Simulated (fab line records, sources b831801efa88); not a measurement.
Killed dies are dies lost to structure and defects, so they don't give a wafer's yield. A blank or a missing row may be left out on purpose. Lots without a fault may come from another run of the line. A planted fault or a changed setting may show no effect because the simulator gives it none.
Chamber matching | flow sky130 | SKY_VIA2_CMP_02 on cmp-01: 4 sister chambers
The step polishes SiO2. 8 wafers are shown with their chamber, then 8 later ones without.

WAFERS WITH THEIR CHAMBER
wafer  | chamber | motor_current_A (A)
L861.1 | 2       | 17.6
L873.2 | 0       | 10.1
L873.3 | 3       | 12.0
L873.6 | 1       | 10.5
L874.1 | 0       | 9.9
L874.5 | 1       | 11.0
L874.6 | 2       | 16.8
L875.2 | 3       | 12.7

WAFERS WITHOUT THEIR CHAMBER
wafer  | motor_current_A (A)
L875.5 | 17.2
L875.6 | 10.5
L879.1 | 17.3
L879.4 | 10.5
L879.5 | 10.7
L878.1 | 10.8
L878.2 | 12.3
L878.4 | 10.0

WHICH CHAMBER EACH WENT THROUGH
wafer  | from the rows above     | in truth
L875.5 | 2                       | 2
L875.6 | can't be placed: 1 or 0 | 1
L879.1 | 2                       | 2
L879.4 | can't be placed: 1 or 0 | 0
L879.5 | can't be placed: 1 or 0 | 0
L878.1 | can't be placed: 1 or 0 | 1
L878.2 | 3                       | 3
L878.4 | can't be placed: 0 or 1 | 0
Placed correctly: 3 of 8. Can't be placed from these rows: 5 (the true chamber is among the candidates in 5). Placed wrongly: 0.
How it was worked out, from the rows above alone: a wafer's distance from a chamber is the root of the sum, over the readings, of the square of ((its reading less the chamber's mean) divided by the reading's scatter). The wafer belongs to the nearest chamber; if the next one is less than 2 further off, it can't be placed. A chamber's mean is the mean of its shown wafers. The scatter: the root of (the sum of the squares of (reading less its chamber's mean) over the shown wafers, divided by (wafers less chambers)).
